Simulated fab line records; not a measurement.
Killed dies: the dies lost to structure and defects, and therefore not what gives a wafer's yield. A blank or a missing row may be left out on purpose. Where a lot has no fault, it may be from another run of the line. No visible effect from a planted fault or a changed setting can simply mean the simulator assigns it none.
fab line records + flow gf180mcu + part 2 of 2: steps 29 to 38 of 38
record:
- lots: 5
- wafers: 15
- last-day: 33
route steps=602 shown NWELL@45 LVPWELL@54 MVSD@66 MVPSD@78
lots untouched by any fault: they come from a run of this same line in which no faults occurred
start-h: hours from the record's first day to the start of the lot's first wafer shown + wait-h: hours from the lot's prior step to this one + " repeats the value in the row above + L1.1+2: a row that stands for several wafers + - no value, or no start was given + * or withheld: withheld + < > ~ a bound
route shown NAME@n: a module of which the file shows steps, and the number in the route of the first + usual: mean/standard deviation of fault-free wafers + same: alike in all rows + chamber/n: place in a boat + sites: each site's reading + _std_site: the standard deviation of these + _edge_site: the outer-site mean with the inner-site mean subtracted + radius-mm: for every site, how far away it sits from the centre of the wafer + mask NAME#n: copy n + behind: the most recent tool/chamber to have shaped the wafer + hold: the reason the lot was held/the length of the hold in hours/how it ended + device: the transistor (n, p or np) that didn't switch + end of line: the route-end tests of the same wafers + a step with no rows: only its recipe + killed: dies lost to structure and defects at the first sort, not the wafer's yield + map: a wafer's dies, marking killed ones x, the rest . and places with no die _
set.NAME: the setting as run; set.NAME@STEP: as run at that earlier step + model.NAME: the simulator's own value behind a step, which no gauge read
lots at some steps of the route; a table a step, a row a wafer
services: the hour from which a tool's chamber was out of use, counted from the record's first day as start-h (under 0 if before that day), plus the number of hours and why
== steps ==
step: GF_MVSD_OVL_MEAS_07
usual:
- MVSD_OVL: -0.6/1.3
| lot.wafer | tool       | chamber | start-h | wait-h | MVSD_OVL[nm] |
|-----------|------------|---------|---------|--------|--------------|
| L074.3    | overlay-01 | -       | 81.90   | -      | 1.7          |
| L074.4    | "          | -       | "       | "      | -0.5         |
| L074.6    | "          | -       | "       | "      | -0.6         |
| L076.3    | overlay-02 | -       | 95.26   | -      | -1.6         |
| L076.4    | "          | -       | "       | "      | 0.2          |
| L076.6    | "          | -       | "       | "      | 0.1          |
| L079.1    | overlay-02 | -       | 113.99  | -      | 0.9          |
| L079.2    | "          | -       | "       | "      | 1.1          |
| L079.5    | "          | -       | "       | "      | 1.0          |
| L080.2    | overlay-02 | -       | 116.75  | -      | 1.6          |
| L080.4    | "          | -       | "       | "      | 0.3          |
| L080.5    | "          | -       | "       | "      | 1.5          |
| L094.2    | overlay-01 | -       | 198.15  | -      | -2.9         |
| L094.3    | "          | -       | "       | "      | -2.0         |
| L094.6    | "          | -       | "       | "      | -2.7         |
step: GF_MVSD_IMPLANT_08
recipe:
- species: P
- energy-kev: 400
- dose-cm2: 1.6e+13
- tilt-deg: 0
usual:
- tilt-deg: -0.002/0.023
| lot.wafer | tool         | chamber | start-h | wait-h | tilt-deg |
|-----------|--------------|---------|---------|--------|----------|
| L074.3    | implanter-02 | 0       | 81.97   | 0.1    | 0.000    |
| L074.4    | "            | 0       | "       | "      | -0.012   |
| L074.6    | "            | 0       | "       | "      | -0.011   |
| L076.3    | implanter-02 | 0       | 95.33   | 0.1    | -0.028   |
| L076.4    | "            | 0       | "       | "      | -0.018   |
| L076.6    | "            | 0       | "       | "      | -0.036   |
| L079.1    | implanter-02 | 0       | 114.02  | 0.0    | 0.001    |
| L079.2    | "            | 0       | "       | "      | -0.008   |
| L079.5    | "            | 0       | "       | "      | 0.000    |
| L080.2    | implanter-02 | 0       | 116.81  | 0.0    | -0.018   |
| L080.4    | "            | 0       | "       | "      | 0.023    |
| L080.5    | "            | 0       | "       | "      | -0.028   |
| L094.2    | implanter-02 | 0       | 198.31  | 0.2    | 0.001    |
| L094.3    | "            | 0       | "       | "      | 0.001    |
| L094.6    | "            | 0       | "       | "      | -0.011   |
step: GF_MVSD_IMPLANT_09
recipe:
- species: P
- energy-kev: 100
- dose-cm2: 5e+12
- tilt-deg: 0
usual:
- tilt-deg: 0.004/0.02
| lot.wafer | tool         | chamber | start-h | wait-h | tilt-deg |
|-----------|--------------|---------|---------|--------|----------|
| L074.3    | implanter-02 | 0       | 82.12   | 0.1    | 0.019    |
| L074.4    | "            | 0       | "       | "      | 0.014    |
| L074.6    | "            | 0       | "       | "      | 0.001    |
| L076.3    | implanter-02 | 0       | 95.48   | 0.1    | -0.008   |
| L076.4    | "            | 0       | "       | "      | 0.005    |
| L076.6    | "            | 0       | "       | "      | 0.018    |
| L079.1    | implanter-02 | 0       | 114.17  | 0.1    | -0.018   |
| L079.2    | "            | 0       | "       | "      | -0.019   |
| L079.5    | "            | 0       | "       | "      | -0.017   |
| L080.2    | implanter-02 | 0       | 116.96  | 0.1    | 0.011    |
| L080.4    | "            | 0       | "       | "      | -0.008   |
| L080.5    | "            | 0       | "       | "      | -0.001   |
| L094.2    | implanter-02 | 0       | 198.46  | 0.1    | 0.036    |
| L094.3    | "            | 0       | "       | "      | 0.036    |
| L094.6    | "            | 0       | "       | "      | 0.032    |
step: GF_MVSD_STRIP_10
recipe:
- chemistry: O2/N2
- power-w: 1400
- pressure-mtorr: 1500
- platen-temp-c: 250
- o2-flow-sccm: 3000
- n2-flow-sccm: 300
- overash-fraction: 0.5
usual:
- chamber-pressure-mTorr: 1499.9/1.4
- drypump-motor-current-A: 6.0/0.51
- heater-power-w: 309/41
- oes-product-au: 0.722/0.0045
- strip-time-to-endpoint-s: 36.95/0.093
| lot.wafer | tool            | chamber | start-h | wait-h | chamber-pressure-mTorr | drypump-motor-current-A | heater-power-w | oes-product-au | rf-hours-counter-h | strip-time-to-endpoint-s |
|-----------|-----------------|---------|---------|--------|------------------------|-------------------------|----------------|----------------|--------------------|--------------------------|
| L074.3    | plasma-asher-04 | 1       | 82.26   | 0.1    | 1500.0                 | 5.3                     | 322            | 0.724          | -                  | 36.96                    |
| L074.4    | "               | 0       | "       | "      | 1501.3                 | 6.3                     | 300            | 0.711          | -                  | 36.85                    |
| L074.6    | "               | 1       | "       | "      | 1500.2                 | 5.3                     | 320            | 0.725          | -                  | 36.91                    |
| L076.3    | plasma-asher-04 | 0       | 95.62   | 0.1    | 1502.0                 | 6.2                     | 300            | 0.723          | -                  | 36.99                    |
| L076.4    | "               | 1       | "       | "      | 1499.8                 | 5.3                     | 321            | 0.716          | -                  | 37.10                    |
| L076.6    | "               | 0       | "       | "      | 1498.1                 | 6.3                     | 300            | 0.727          | -                  | 37.01                    |
| L079.1    | plasma-asher-03 | 0       | 114.32  | 0.1    | 1499.3                 | 6.2                     | 250            | 0.721          | 45                 | 37.03                    |
| L079.2    | "               | 1       | "       | "      | 1500.6                 | 6.5                     | 365            | 0.723          | 45                 | 36.99                    |
| L079.5    | "               | 0       | "       | "      | 1498.0                 | 6.2                     | 251            | 0.719          | -                  | 36.94                    |
| L080.2    | plasma-asher-03 | 0       | 117.08  | 0.1    | 1498.0                 | 6.3                     | 251            | 0.723          | 46                 | 37.05                    |
| L080.4    | "               | 1       | "       | "      | 1499.6                 | 6.5                     | 364            | 0.722          | -                  | 36.97                    |
| L080.5    | "               | 0       | "       | "      | 1499.6                 | 6.2                     | 255            | 0.726          | -                  | 37.00                    |
| L094.2    | plasma-asher-01 | 0       | 198.58  | 0.1    | 1499.9                 | 5.5                     | 285            | 0.726          | 8                  | 36.90                    |
| L094.3    | "               | 1       | "       | "      | 1500.3                 | 5.0                     | 350            | 0.724          | -                  | 36.84                    |
| L094.6    | "               | 0       | "       | "      | 1498.8                 | 5.5                     | 290            | 0.720          | -                  | 36.93                    |
step: GF_MVSD_TW_MEAS_11
usual:
- MVSD_TW: 1573/22
| lot.wafer | tool          | chamber | start-h | wait-h | MVSD_TW |
|-----------|---------------|---------|---------|--------|---------|
| L074.3    | film-metro-03 | -       | 82.34   | 0.1    | 1551    |
| L074.4    | "             | -       | "       | "      | 1556    |
| L074.6    | "             | -       | "       | "      | 1552    |
| L076.3    | film-metro-01 | -       | 95.70   | 0.1    | 1597    |
| L076.4    | "             | -       | "       | "      | 1592    |
| L076.6    | "             | -       | "       | "      | 1595    |
| L079.1    | film-metro-01 | -       | 114.42  | 0.1    | 1594    |
| L079.2    | "             | -       | "       | "      | 1596    |
| L079.5    | "             | -       | "       | "      | 1601    |
| L080.2    | film-metro-01 | -       | 117.19  | 0.1    | 1595    |
| L080.4    | "             | -       | "       | "      | 1596    |
| L080.5    | "             | -       | "       | "      | 1599    |
| L094.2    | film-metro-03 | -       | 198.69  | 0.1    | 1560    |
| L094.3    | "             | -       | "       | "      | 1557    |
| L094.6    | "             | -       | "       | "      | 1555    |
step: GF_MVPSD_DEHYDRATE_00
recipe:
- temp-c: 200
- time-s: 60
usual:
- plate-temp-C: 199.97/0.17
| lot.wafer | tool           | chamber | start-h | wait-h | plate-temp-C |
|-----------|----------------|---------|---------|--------|--------------|
| L074.3    | litho-track-04 | 0       | 88.75   | 6.4    | 199.95       |
| L074.4    | "              | 0       | "       | "      | 200.09       |
| L074.6    | "              | 0       | "       | "      | 199.89       |
| L076.3    | litho-track-04 | 0       | 101.90  | 6.2    | 199.76       |
| L076.4    | "              | 0       | "       | "      | 199.80       |
| L076.6    | "              | 0       | "       | "      | 200.09       |
| L079.1    | litho-track-04 | 0       | 121.15  | 6.7    | 200.17       |
| L079.2    | "              | 0       | "       | "      | 200.21       |
| L079.5    | "              | 0       | "       | "      | 200.32       |
| L080.2    | litho-track-03 | 0       | 124.27  | 7.1    | 200.26       |
| L080.4    | "              | 0       | "       | "      | 199.94       |
| L080.5    | "              | 0       | "       | "      | 199.76       |
| L094.2    | litho-track-04 | 0       | 206.27  | 7.6    | 200.34       |
| L094.3    | "              | 0       | "       | "      | 200.07       |
| L094.6    | "              | 0       | "       | "      | 200.36       |
step: GF_MVPSD_HMDS_01
recipe:
- prime-time-s: 60
- prime-temp-c: 120
| lot.wafer  | tool           | chamber | start-h | wait-h |
|------------|----------------|---------|---------|--------|
| L074.3+4+6 | litho-track-04 | 0       | 88.90   | 0.1    |
| L076.3+4+6 | litho-track-04 | 0       | 102.05  | 0.1    |
| L079.1+2+5 | litho-track-04 | 0       | 121.30  | 0.1    |
| L080.2+4+5 | litho-track-03 | 0       | 124.42  | 0.1    |
| L094.2+3+6 | litho-track-04 | 0       | 206.42  | 0.1    |
step: GF_MVPSD_COAT_02
recipe:
- spin-rpm: 2000
- resist-thk-nm: 3000
| lot.wafer  | tool           | chamber | start-h | wait-h |
|------------|----------------|---------|---------|--------|
| L074.3+4+6 | litho-track-04 | 0       | 89.05   | 0.1    |
| L076.3+4+6 | litho-track-04 | 0       | 102.20  | 0.1    |
| L079.1+2+5 | litho-track-04 | 0       | 121.45  | 0.1    |
| L080.2+4+5 | litho-track-03 | 0       | 124.57  | 0.1    |
| L094.2+3+6 | litho-track-04 | 0       | 206.57  | 0.1    |
step: GF_MVPSD_SOFTBAKE_03
recipe:
- temp-c: 110
- time-s: withheld
usual:
- plate-temp-C: 110.01/0.13
| lot.wafer | tool           | chamber | start-h | wait-h | plate-temp-C |
|-----------|----------------|---------|---------|--------|--------------|
| L074.3    | litho-track-04 | 0       | 89.22   | 0.1    | 110.01       |
| L074.4    | "              | 0       | "       | "      | 110.11       |
| L074.6    | "              | 0       | "       | "      | 110.04       |
| L076.3    | litho-track-04 | 0       | 102.36  | 0.1    | 110.08       |
| L076.4    | "              | 0       | "       | "      | 110.18       |
| L076.6    | "              | 0       | "       | "      | 109.97       |
| L079.1    | litho-track-04 | 0       | 121.60  | 0.1    | 109.96       |
| L079.2    | "              | 0       | "       | "      | 110.11       |
| L079.5    | "              | 0       | "       | "      | 109.95       |
| L080.2    | litho-track-03 | 0       | 124.73  | 0.1    | 109.91       |
| L080.4    | "              | 0       | "       | "      | 110.01       |
| L080.5    | "              | 0       | "       | "      | 110.05       |
| L094.2    | litho-track-04 | 0       | 206.73  | 0.1    | 109.79       |
| L094.3    | "              | 0       | "       | "      | 110.01       |
| L094.6    | "              | 0       | "       | "      | 109.76       |
step: GF_MVPSD_EXPOSE_04
recipe:
- mask-id: MVPSD
- target-cd-nm: 1000
- na: 0.6
- source-shape: conventional
- sigma-outer: 0.6
- dose-mj: 260
usual:
- exposure-dose-mJ-cm2: 259.98/0.3
| lot.wafer | tool             | chamber | start-h | wait-h | mask    | exposure-dose-mJ-cm2 |
|-----------|------------------|---------|---------|--------|---------|----------------------|
| L074.3    | iline-stepper-01 | 0       | -       | -      | MVPSD#0 | 260.57               |
| L074.4    | "                | 0       | "       | "      | MVPSD#0 | 260.08               |
| L074.6    | "                | 0       | "       | "      | MVPSD#0 | 260.37               |
| L076.3    | iline-stepper-01 | 0       | -       | -      | MVPSD#0 | 259.83               |
| L076.4    | "                | 0       | "       | "      | MVPSD#0 | 259.91               |
| L076.6    | "                | 0       | "       | "      | MVPSD#0 | 259.81               |
| L079.1    | iline-stepper-01 | 0       | -       | -      | MVPSD#0 | 259.92               |
| L079.2    | "                | 0       | "       | "      | MVPSD#0 | 259.61               |
| L079.5    | "                | 0       | "       | "      | MVPSD#0 | 259.82               |
| L080.2    | iline-stepper-01 | 0       | -       | -      | MVPSD#0 | 260.00               |
| L080.4    | "                | 0       | "       | "      | MVPSD#0 | 259.95               |
| L080.5    | "                | 0       | "       | "      | MVPSD#0 | 260.36               |
| L094.2    | iline-stepper-01 | 0       | -       | -      | MVPSD#0 | 260.02               |
| L094.3    | "                | 0       | "       | "      | MVPSD#0 | 260.21               |
| L094.6    | "                | 0       | "       | "      | MVPSD#0 | 260.18               |
== services ==
| tool             | chamber | start-h | hours | kind       |
|------------------|---------|---------|-------|------------|
| implanter-03     | -       | 30.47   | 1.7   | repair     |
| implanter-02     | -       | 39.45   | 5.5   | pm         |
| iline-stepper-02 | -       | 46.09   | 1.7   | pm         |
| implanter-01     | -       | 50.85   | 4.5   | pm         |
| iline-stepper-01 | -       | 61.41   | 4.4   | pm         |
| iline-stepper-02 | -       | 76.94   | 0.8   | repair     |
| implanter-03     | -       | 92.05   | 6.3   | repair     |
| implanter-03     | -       | 92.32   | 1.8   | repair     |
| implanter-01     | -       | 98.35   | 3.4   | repair     |
| implanter-03     | -       | 104.33  | 3.5   | pm         |
| plasma-asher-01  | -       | 108.75  | 9.0   | pm         |
| plasma-asher-01  | 0       | 108.75  | 9.0   | vent-cycle |
| plasma-asher-01  | 1       | 108.75  | 9.0   | vent-cycle |
| plasma-asher-01  | 0       | 117.75  | -     | clean      |
| plasma-asher-01  | 1       | 117.75  | -     | clean      |
| implanter-02     | -       | 139.99  | 2.9   | repair     |
| plasma-asher-02  | -       | 142.36  | 2.8   | pm         |
| plasma-asher-03  | -       | 145.90  | 2.8   | pm         |
| implanter-01     | -       | 170.31  | 10.0  | repair     |
| implanter-03     | -       | 181.70  | 18.5  | repair     |
| plasma-asher-04  | -       | 200.92  | 1.8   | repair     |
